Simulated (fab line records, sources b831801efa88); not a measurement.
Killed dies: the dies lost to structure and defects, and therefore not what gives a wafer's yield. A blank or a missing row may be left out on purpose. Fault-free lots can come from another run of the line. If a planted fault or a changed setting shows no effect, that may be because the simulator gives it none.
Problem report in the 8D (eight disciplines) form, filled by code / flow gf180mcu / the parts of the form that need people (team, actions taken, sign-off) are left out

== 1. PROBLEM STATEMENT ==
cathodeDcPowerW at GF_TOP_METAL_SPUTTER_04 reads a mean of 3662.0 W on 1 wafer of 1 lot; wafers without a fault read 6500.0 W with a standard deviation of 1.1. So: -99 or more standard deviations from the usual mean.
The step: material TiN, target thk 25 nm, time 20.8 s.
First seen on wafer L431.2, day 32 11:15, on pvdSputter-02. The record has a number at this step for 39 wafers belonging to 13 lots. By rule, "out" or "out of limits" means more than 4 standard deviations away from the usual mean. All remaining wafers that have a number are taken as sound.

== 2. WHAT IT IS, AND WHAT IT ISN'T ==
question=which readings at this step | is=cathodeDcPowerW | is not=throttleValvePct
question=which lots | is=L431 | is not=L414, L415, L416, L417, L418, L419, L420, L421, L422, L424, L435, L437
question=which wafers of those lots | is=L431.2 | is not=L431.3, L431.4
question=read on which tools | is=pvdSputter-02 | is not=pvdSputter-01, pvdSputter-03
question=when | is=from day 32 11:15 | is not=up to then (32 sound wafers); but 6 sound wafers of L435, L437 came after

== 3. THE SUSPECTS, EACH WITH WHAT RULES IT OUT ==
Counting: if a tool at a process step up to the reading ran every lot that is out, it stays a suspect. Sound lots after the first of them don't rule it out here, since some wafers of a struck lot are sound.
- pvdSputter-02 at GF_TOP_METAL_SPUTTER_04 (material TiN, target thk 25 nm, time 20.8 s): kept. It processed L431, the lot that is out, at day 32 11:15, and its most recent sound lot before then was L422 at day 29 23:38. Out on those wafers are its own readings of cathodeDcPowerW.
Left after counting: pvdSputter-02 at GF_TOP_METAL_SPUTTER_04.

== 4. THE CAUSE (what the simulator had put in) ==
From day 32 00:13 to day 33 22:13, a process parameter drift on pvdSputter-02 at GF_TOP_METAL_SPUTTER_04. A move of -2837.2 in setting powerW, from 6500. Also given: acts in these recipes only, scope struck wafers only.
Counting left only this tool.

== 5. THE EFFECT CHAIN, in route order ==
Each row: a reading whose mean over the struck wafers that have a number lies more than 3 standard deviations from the usual. Scope: only readings with a usual standard deviation given in the record; hours: median across lots of the time from each lot's start at the first step in this table that gives one to its start at this step; sigmas: change in usual standard deviations.
hours=0; step=GF_TOP_METAL_SPUTTER_04; reading=cathodeDcPowerW; usual=6500.0 W; on struck wafers=3662.0; change=-2838.0; sigmas=-99 or more
The process steps in it:
- GF_TOP_METAL_SPUTTER_04: material TiN, target thk 25 nm, time 20.8 s.
Later measuring or inspecting steps at which every struck wafer that the step has a row for has a number for every such reading, and none has moved that far: GF_TOP_METAL_OVL_MEAS_15.

== 6. WHAT WOULD HAVE CAUGHT IT SOONER ==
11 hours passed between the start of the fault at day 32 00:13 and the first reading out of limits in this record, taken at day 32 11:15.
